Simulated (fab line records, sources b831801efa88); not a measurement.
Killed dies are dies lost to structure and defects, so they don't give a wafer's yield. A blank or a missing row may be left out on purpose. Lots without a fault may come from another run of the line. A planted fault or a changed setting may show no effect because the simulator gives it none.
fab line records | flow sky130
record lots=24 wafers=72 last_day=50
route steps=708 shown VIA2@527 CAPM@541 VIA3@585 CAP2M@604
lots that met no fault: from a run of the same line without faults
start_h: hours from the record's first day to the start of the lot's first wafer shown | wait_h: hours since the lot's step before | " the same as in the row above | L1.1+2: a row that stands for several wafers | - no value, or no start given | * or withheld: withheld | < > ~ a bound
route shown NAME@n: a module of which the file shows steps, and the number in the route of the first | usual: mean/standard deviation of fault-free wafers | same: alike in all rows | chamber/n: place in a boat | sites: the reading at each site | _std_site: their standard deviation | _edge_site: outer sites' mean less inner sites' | radius_mm: how far each site lies from the wafer's centre | mask NAME#n: copy n | behind: the tool/chamber that last shaped the wafer | hold: why the lot was held/for how many hours/how that ended | device: the transistor (n, p or np) that didn't switch | end of line: the same wafers' tests at the end of the route | a step without rows: its recipe alone | killed: dies lost to structure and defects at the first sort, not the wafer's yield | map: a wafer's dies, x killed, . not, _ none there
set.NAME: the setting as run; set.NAME@STEP: as run at that earlier step | model.NAME: the simulator's own value behind a step, which no gauge read
steps of the route over a sample of lots; a table a step, a row a wafer
services: from which hour (start_h, from the record's first day; less than 0 if before it) a tool's chamber was out of use, for how many hours, and why
## steps
# step SKY_VIA2_SPUTTER_20
# recipe material=TiN target_thk_nm=20 chamber_pressure_pa=5 power_w=4000 time_s=80
# usual throttle_valve_pct=30.6/1.5
# columns lot.wafer tool chamber start_h wait_h throttle_valve_pct
L075.1 pvd_sputter-01 - 846.80 0.0 33.3
L075.5 " - " " 30.9
L075.6 " - " " 33.4
L074.1 pvd_sputter-03 - 847.53 0.0 29.7
L074.5 " - " " 30.4
L074.6 " - " " 29.9
L076.3 pvd_sputter-01 - 856.76 0.0 30.8
L076.4 " - " " 30.8
L076.5 " - " " 29.7
L077.3 pvd_sputter-04 - 860.97 0.0 31.8
L077.4 " - " " 30.8
L077.6 " - " " 32.1
L078.1 pvd_sputter-04 - 866.47 0.0 31.6
L078.2 " - " " 32.1
L078.3 " - " " 30.8
L079.1 pvd_sputter-04 - 878.52 0.0 29.7
L079.2 " - " " 31.3
L079.5 " - " " 31.2
L080.3 pvd_sputter-04 - 885.62 0.0 31.5
L080.4 " - " " 29.5
L080.5 " - " " 29.4
L081.1 pvd_sputter-04 - 907.36 0.0 29.8
L081.3 " - " " 30.8
L081.6 " - " " 31.9
L082.2 pvd_sputter-04 - 912.16 0.0 29.5
L082.3 " - " " 30.9
L082.6 " - " " 31.7
L083.2 pvd_sputter-04 - 912.55 0.0 31.3
L083.4 " - " " 32.0
L083.6 " - " " 30.8
L084.1 pvd_sputter-03 - 921.84 0.0 29.8
L084.4 " - " " 30.5
L084.6 " - " " 32.1
L085.3 pvd_sputter-03 - 924.88 0.0 29.9
L085.5 " - " " 29.6
L085.6 " - " " 27.4
L087.2 pvd_sputter-03 - 951.22 0.0 29.5
L087.5 " - " " 27.2
L087.6 " - " " 29.6
L086.1 pvd_sputter-03 - 952.83 0.0 29.9
L086.3 " - " " 31.7
L086.5 " - " " 29.8
L088.2 pvd_sputter-01 - 955.17 0.0 31.0
L088.3 " - " " 31.2
L088.6 " - " " 30.9
L089.2 pvd_sputter-04 - 965.60 0.0 32.1
L089.5 " - " " 30.7
L089.6 " - " " 29.6
L092.2 pvd_sputter-03 - 967.96 0.0 27.4
L092.4 " - " " 30.2
L092.5 " - " " 32.2
L090.2 pvd_sputter-04 - 970.18 0.0 31.4
L090.3 " - " " 29.6
L090.5 " - " " 32.2
L091.2 pvd_sputter-03 - 971.71 0.0 31.9
L091.4 " - " " 27.1
L091.5 " - " " 31.7
L093.1 pvd_sputter-01 - 975.34 0.0 31.2
L093.2 " - " " 30.8
L093.4 " - " " 33.0
L094.1 pvd_sputter-04 - 981.32 0.0 31.2
L094.2 " - " " 29.5
L094.6 " - " " 30.8
L095.1 pvd_sputter-01 - 989.27 0.0 31.2
L095.2 " - " " 31.0
L095.3 " - " " 33.3
L096.1 pvd_sputter-01 - 998.23 0.0 30.9
L096.2 " - " " 31.1
L096.5 " - " " 30.7
L097.1 pvd_sputter-01 - 1004.72 0.0 29.9
L097.5 " - " " 33.3
L097.6 " - " " 30.1
# step SKY_VIA2_THK_MEAS_23
# recipe thk_meas_gauge=xrf reads=W_of_VIA2_CVD_21
# usual VIA2_W_THK=421/4.9
# columns lot.wafer tool chamber start_h wait_h VIA2_W_THK[nm]
L075.1 film_metro-03 - 847.11 0.1 419
L075.5 " - " " 420
L075.6 " - " " 411
L074.1 film_metro-04 - 847.84 0.1 417
L074.5 " - " " 415
L074.6 " - " " 420
L076.3 film_metro-03 - 857.09 0.1 422
L076.4 " - " " 419
L076.5 " - " " 422
L077.3 film_metro-01 - 861.31 0.1 421
L077.4 " - " " 428
L077.6 " - " " 421
L078.1 film_metro-03 - 866.79 0.1 414
L078.2 " - " " 419
L078.3 " - " " 421
L079.1 film_metro-03 - 878.83 0.1 413
L079.2 " - " " 411
L079.5 " - " " 416
L080.3 film_metro-04 - 885.95 0.1 423
L080.4 " - " " 429
L080.5 " - " " 424
L081.1 film_metro-04 - 907.67 0.1 424
L081.3 " - " " 419
L081.6 " - " " 425
L082.2 film_metro-03 - 912.48 0.1 413
L082.3 " - " " 416
L082.6 " - " " 419
L083.2 film_metro-03 - 912.87 0.1 427
L083.4 " - " " 420
L083.6 " - " " 423
L084.1 film_metro-01 - 922.15 0.1 427
L084.4 " - " " 416
L084.6 " - " " 431
L085.3 film_metro-03 - 925.21 0.1 425
L085.5 " - " " 418
L085.6 " - " " 426
L087.2 film_metro-01 - 951.54 0.1 422
L087.5 " - " " 425
L087.6 " - " " 420
L086.1 film_metro-04 - 953.14 0.1 431
L086.3 " - " " 427
L086.5 " - " " 423
L088.2 film_metro-01 - 955.49 0.1 435
L088.3 " - " " 424
L088.6 " - " " 432
L089.2 film_metro-04 - 965.92 0.1 416
L089.5 " - " " 425
L089.6 " - " " 416
L092.2 film_metro-03 - 968.28 0.1 417
L092.4 " - " " 420
L092.5 " - " " 418
L090.2 film_metro-04 - 970.50 0.1 418
L090.3 " - " " 425
L090.5 " - " " 423
L091.2 film_metro-03 - 972.03 0.1 423
L091.4 " - " " 419
L091.5 " - " " 426
L093.1 film_metro-01 - 975.65 0.1 423
L093.2 " - " " 423
L093.4 " - " " 418
L094.1 film_metro-03 - 981.63 0.1 423
L094.2 " - " " 419
L094.6 " - " " 424
L095.1 film_metro-01 - 989.58 0.1 425
L095.2 " - " " 424
L095.3 " - " " 434
L096.1 film_metro-01 - 998.54 0.1 425
L096.2 " - " " 420
L096.5 " - " " 422
L097.1 film_metro-03 - 1005.03 0.1 421
L097.5 " - " " 411
L097.6 " - " " 418
# step SKY_CAPM_THK_MEAS_04
# recipe thk_meas_gauge=xrf reads=TiN_of_CAPM_SPUTTER_02
# usual CAPM_TIN_THK=194.6/2.3
# columns lot.wafer tool chamber start_h wait_h CAPM_TIN_THK[nm]
L075.1 film_metro-03 - 847.95 0.1 195.2
L075.5 " - " " 195.5
L075.6 " - " " 195.1
L074.1 film_metro-04 - 848.67 0.1 195.4
L074.5 " - " " 194.5
L074.6 " - " " 195.6
L076.3 film_metro-02 - 857.91 0.1 193.1
L076.4 " - " " 190.6
L076.5 " - " " 192.3
L077.3 film_metro-03 - 862.14 0.1 194.0
L077.4 " - " " 194.0
L077.6 " - " " 195.6
L078.1 film_metro-03 - 867.61 0.1 197.4
L078.2 " - " " 196.4
L078.3 " - " " 195.5
L079.1 film_metro-03 - 879.66 0.1 194.6
L079.2 " - " " 193.4
L079.5 " - " " 195.9
L080.3 film_metro-04 - 886.78 0.1 195.9
L080.4 " - " " 194.6
L080.5 " - " " 195.6
L081.1 film_metro-04 - 908.49 0.1 196.0
L081.3 " - " " 194.9
L081.6 " - " " 196.2
L082.2 film_metro-03 - 913.30 0.1 191.2
L082.3 " - " " 191.7
L082.6 " - " " 190.2
L083.2 film_metro-04 - 913.90 0.1 191.9
L083.4 " - " " 192.2
L083.6 " - " " 191.3
L084.1 film_metro-03 - 922.99 0.1 194.7
L084.4 " - " " 195.7
L084.6 " - " " 193.5
L085.3 film_metro-03 - 926.26 0.1 195.3
L085.5 " - " " 196.7
L085.6 " - " " 196.0
L087.2 film_metro-02 - 952.37 0.1 194.5
L087.5 " - " " 194.5
L087.6 " - " " 196.2
L086.1 film_metro-02 - 953.97 0.1 193.9
L086.3 " - " " 192.2
L086.5 " - " " 194.7
L088.2 film_metro-02 - 956.32 0.1 192.7
L088.3 " - " " 191.0
L088.6 " - " " 193.3
L089.2 film_metro-02 - 966.74 0.1 190.8
L089.5 " - " " 189.9
L089.6 " - " " 192.4
L092.2 film_metro-04 - 969.11 0.1 196.7
L092.4 " - " " 195.5
L092.5 " - " " 197.1
L090.2 film_metro-04 - 971.33 0.1 195.8
L090.3 " - " " 199.3
L090.5 " - " " 198.5
L091.2 film_metro-04 - 972.85 0.1 196.0
L091.4 " - " " 195.5
L091.5 " - " " 195.4
L093.1 film_metro-02 - 976.48 0.1 198.8
L093.2 " - " " 196.6
L093.4 " - " " 196.2
L094.1 film_metro-02 - 982.47 0.1 192.0
L094.2 " - " " 189.6
L094.6 " - " " 192.9
L095.1 film_metro-04 - 990.41 0.1 195.8
L095.2 " - " " 194.7
L095.3 " - " " 195.6
L096.1 film_metro-04 - 999.36 0.1 196.4
L096.2 " - " " 196.7
L096.5 " - " " 198.8
L097.1 film_metro-03 - 1005.86 0.1 197.9
L097.5 " - " " 196.6
L097.6 " - " " 197.4
# step SKY_VIA3_CD_MEAS_12
# recipe target_cd_nm=200
# usual cd_nm=200.5/1.3
# columns lot.wafer tool chamber start_h wait_h cd_nm
L075.1 cd_sem-02 - 925.17 - 201.9
L075.5 " - " " 201.2
L075.6 " - " " 200.6
L074.1 cd_sem-01 - 926.77 - 202.1
L074.5 " - " " 200.2
L074.6 " - " " 200.2
L076.3 cd_sem-01 - 934.92 - 200.9
L076.4 " - " " 200.5
L076.5 " - " " 202.1
L077.3 cd_sem-02 - 939.57 - 199.5
L077.4 " - " " 198.2
L077.6 " - " " 198.1
L078.1 cd_sem-02 - 945.86 - 200.2
L078.2 " - " " 201.0
L078.3 " - " " 200.1
L079.1 cd_sem-01 - 956.22 - 198.9
L079.2 " - " " 199.3
L079.5 " - " " 198.5
L080.3 cd_sem-01 - 962.07 - 198.6
L080.4 " - " " 199.3
L080.5 " - " " 199.5
L081.1 cd_sem-02 - 983.87 - 199.7
L081.3 " - " " 200.0
L081.6 " - " " 199.3
L082.2 cd_sem-01 - 986.44 - 197.5
L082.3 " - " " 198.5
L082.6 " - " " 198.6
L083.2 cd_sem-01 - 987.70 - 199.8
L083.4 " - " " 201.5
L083.6 " - " " 201.4
L084.1 cd_sem-02 - 996.67 - 201.6
L084.4 " - " " 202.1
L084.6 " - " " 201.0
L085.3 cd_sem-01 - 998.97 - 201.9
L085.5 " - " " 201.7
L085.6 " - " " 202.6
L087.2 cd_sem-02 - 1023.19 - 200.2
L087.5 " - " " 201.0
L087.6 " - " " 200.7
L086.1 cd_sem-02 - 1024.62 - 202.1
L086.3 " - " " 200.7
L086.5 " - " " 201.1
L088.2 cd_sem-02 - 1026.89 - 203.2
L088.3 " - " " 202.7
L088.6 " - " " 202.8
L089.2 cd_sem-02 - 1038.09 - 198.4
L089.5 " - " " 199.8
L089.6 " - " " 198.9
L092.2 cd_sem-02 - 1040.24 - 201.2
L092.4 " - " " 201.8
L092.5 " - " " 198.7
L090.2 cd_sem-02 - 1042.80 - 198.9
L090.3 " - " " 199.4
L090.5 " - " " 199.1
L091.2 cd_sem-02 - 1043.85 - 199.9
L091.4 " - " " 201.3
L091.5 " - " " 201.1
L093.1 cd_sem-02 - 1046.77 - 200.1
L093.2 " - " " 199.7
L093.4 " - " " 199.8
L094.1 cd_sem-02 - 1051.42 - 200.0
L094.2 " - " " 199.7
L094.6 " - " " 201.1
L095.1 cd_sem-02 - 1060.03 - 201.1
L095.2 " - " " 201.7
L095.3 " - " " 201.1
L096.1 cd_sem-01 - 1067.77 - 203.4
L096.2 " - " " 202.1
L096.5 " - " " 201.8
L097.1 cd_sem-01 - 1075.42 - 200.1
L097.5 " - " " 200.2
L097.6 " - " " 201.5
# step SKY_VIA3_SPUTTER_20
# recipe material=TiN target_thk_nm=20 chamber_pressure_pa=5 power_w=4000 time_s=80
# usual throttle_valve_pct=30.1/1.5
# columns lot.wafer tool chamber start_h wait_h throttle_valve_pct
L075.1 pvd_sputter-03 - 926.03 0.0 30.4
L075.5 " - " " 29.7
L075.6 " - " " 27.3
L074.1 pvd_sputter-02 - 927.62 0.0 30.1
L074.5 " - " " 30.2
L074.6 " - " " 28.4
L076.3 pvd_sputter-03 - 935.80 0.0 30.5
L076.4 " - " " 29.7
L076.5 " - " " 30.0
L077.3 pvd_sputter-02 - 940.42 0.0 29.9
L077.4 " - " " 30.5
L077.6 " - " " 30.2
L078.1 pvd_sputter-03 - 947.13 0.0 30.6
L078.2 " - " " 31.9
L078.3 " - " " 29.6
L079.1 pvd_sputter-03 - 957.10 0.0 30.2
L079.2 " - " " 29.5
L079.5 " - " " 30.7
L080.3 pvd_sputter-02 - 962.94 0.0 29.9
L080.4 " - " " 28.6
L080.5 " - " " 29.1
L081.1 pvd_sputter-01 - 984.73 0.0 33.5
L081.3 " - " " 31.2
L081.6 " - " " 30.9
L082.2 pvd_sputter-03 - 987.28 0.0 27.1
L082.3 " - " " 29.9
L082.6 " - " " 32.2
L083.2 pvd_sputter-03 - 988.57 0.0 31.8
L083.4 " - " " 29.6
L083.6 " - " " 27.4
L084.1 pvd_sputter-02 - 997.57 0.0 30.1
L084.4 " - " " 29.9
L084.6 " - " " 30.2
L085.3 pvd_sputter-03 - 999.83 0.0 27.2
L085.5 " - " " 29.7
L085.6 " - " " 30.4
L087.2 pvd_sputter-03 - 1024.37 0.0 27.4
L087.5 " - " " 32.1
L087.6 " - " " 27.6
L086.1 pvd_sputter-03 - 1025.57 0.0 27.4
L086.3 " - " " 30.3
L086.5 " - " " 27.1
L088.2 pvd_sputter-02 - 1027.82 0.0 30.1
L088.3 " - " " 30.5
L088.6 " - " " 30.0
L089.2 pvd_sputter-03 - 1038.96 0.0 31.9
L089.5 " - " " 32.0
L089.6 " - " " 27.5
L092.2 pvd_sputter-01 - 1041.07 0.0 33.2
L092.4 " - " " 31.1
L092.5 " - " " 33.3
L090.2 pvd_sputter-02 - 1043.67 0.0 30.2
L090.3 " - " " 28.7
L090.5 " - " " 30.1
L091.2 pvd_sputter-01 - 1044.72 0.0 30.9
L091.4 " - " " 29.5
L091.5 " - " " 31.0
L093.1 pvd_sputter-02 - 1047.69 0.0 30.5
L093.2 " - " " 30.1
L093.4 " - " " 28.8
L094.1 pvd_sputter-03 - 1052.27 0.0 29.8
L094.2 " - " " 31.8
L094.6 " - " " 29.6
L095.1 pvd_sputter-01 - 1060.89 0.0 31.2
L095.2 " - " " 33.2
L095.3 " - " " 29.6
L096.1 pvd_sputter-01 - 1068.70 0.0 33.6
L096.2 " - " " 30.8
L096.5 " - " " 30.7
L097.1 pvd_sputter-03 - 1076.39 0.0 32.0
L097.5 " - " " 30.3
L097.6 " - " " 32.3
# step SKY_CAP2M_THK_MEAS_01
# recipe reads=SiO2_of_CAP2M_CVD_00
# usual CAP2M_CVD_00_THK=15.46/0.2
# columns lot.wafer tool chamber start_h wait_h CAP2M_CVD_00_THK[nm]
L075.1 film_metro-02 - 927.02 - 15.44
L075.5 " - " " 15.58
L075.6 " - " " 15.67
L074.1 film_metro-03 - 928.46 - 15.37
L074.5 " - " " 15.88
L074.6 " - " " 15.58
L076.3 film_metro-01 - 936.66 - 15.23
L076.4 " - " " 15.61
L076.5 " - " " 15.13
L077.3 film_metro-02 - 941.28 - 15.45
L077.4 " - " " 15.67
L077.6 " - " " 15.53
L078.1 film_metro-02 - 947.97 - 15.02
L078.2 " - " " 14.98
L078.3 " - " " 15.29
L079.1 film_metro-01 - 957.94 - 15.39
L079.2 " - " " 15.59
L079.5 " - " " 15.74
L080.3 film_metro-03 - 963.80 - 15.50
L080.4 " - " " 15.51
L080.5 " - " " 15.42
L081.1 film_metro-02 - 985.58 - 15.29
L081.3 " - " " 15.49
L081.6 " - " " 15.66
L082.2 film_metro-01 - 988.13 - 15.35
L082.3 " - " " 15.37
L082.6 " - " " 15.64
L083.2 film_metro-02 - 989.42 - 15.25
L083.4 " - " " 15.71
L083.6 " - " " 15.50
L084.1 film_metro-02 - 998.41 - 15.58
L084.4 " - " " 15.95
L084.6 " - " " 15.56
L085.3 film_metro-01 - 1000.68 - 15.64
L085.5 " - " " 15.62
L085.6 " - " " 15.68
L087.2 film_metro-03 - 1025.22 - 15.39
L087.5 " - " " 15.61
L087.6 " - " " 15.88
L086.1 film_metro-01 - 1026.41 - 15.48
L086.3 " - " " 15.28
L086.5 " - " " 15.30
L088.2 film_metro-02 - 1028.67 - 15.58
L088.3 " - " " 15.32
L088.6 " - " " 15.73
L089.2 film_metro-01 - 1039.81 - 15.66
L089.5 " - " " 15.61
L089.6 " - " " 15.66
L092.2 film_metro-02 - 1041.92 - 15.23
L092.4 " - " " 15.50
L092.5 " - " " 15.59
L090.2 film_metro-01 - 1044.53 - 15.26
L090.3 " - " " 15.33
L090.5 " - " " 15.40
L091.2 film_metro-01 - 1045.57 - 15.07
L091.4 " - " " 15.54
L091.5 " - " " 15.59
L093.1 film_metro-03 - 1048.53 - 15.20
L093.2 " - " " 15.33
L093.4 " - " " 15.34
L094.1 film_metro-03 - 1053.11 - 15.69
L094.2 " - " " 15.58
L094.6 " - " " 15.68
L095.1 film_metro-02 - 1061.85 - 15.07
L095.2 " - " " 15.21
L095.3 " - " " 15.15
L096.1 film_metro-01 - 1069.54 - 15.25
L096.2 " - " " 15.03
L096.5 " - " " 15.36
L097.1 film_metro-03 - 1077.23 - 15.42
L097.5 " - " " 15.54
L097.6 " - " " 15.53
## services
# columns tool chamber start_h hours kind
pvd_sputter-04 3 832.59 - consumable_replace:kit
pvd_sputter-04 3 832.59 18.0 scheduled_down
pvd_sputter-04 3 832.59 18.0 vent_cycle
pvd_sputter-03 0 839.61 - consumable_replace:kit
pvd_sputter-03 0 839.61 18.0 scheduled_down
pvd_sputter-03 0 839.61 18.0 vent_cycle
pvd_sputter-04 - 854.81 2.0 repair
pvd_sputter-01 - 877.90 3.2 repair
pvd_sputter-01 - 901.31 6.1 repair
pvd_sputter-02 - 903.64 2.6 repair
pvd_sputter-01 0 958.13 - consumable_replace:kit
pvd_sputter-01 0 958.13 18.0 scheduled_down
pvd_sputter-01 0 958.13 18.0 vent_cycle
pvd_sputter-04 - 966.36 3.0 repair
pvd_sputter-03 3 969.87 - consumable_replace:kit
pvd_sputter-03 3 969.87 18.0 scheduled_down
pvd_sputter-03 3 969.87 18.0 vent_cycle
pvd_sputter-04 2 996.46 - consumable_replace:kit
pvd_sputter-02 - 1003.50 3.2 repair
pvd_sputter-03 2 1064.48 - consumable_replace:kit
pvd_sputter-03 2 1064.48 18.0 scheduled_down
pvd_sputter-03 2 1064.48 18.0 vent_cycle
pvd_sputter-02 - 1073.56 7.9 repair
pvd_sputter-01 - 1075.63 2.3 repair
## key
fault none
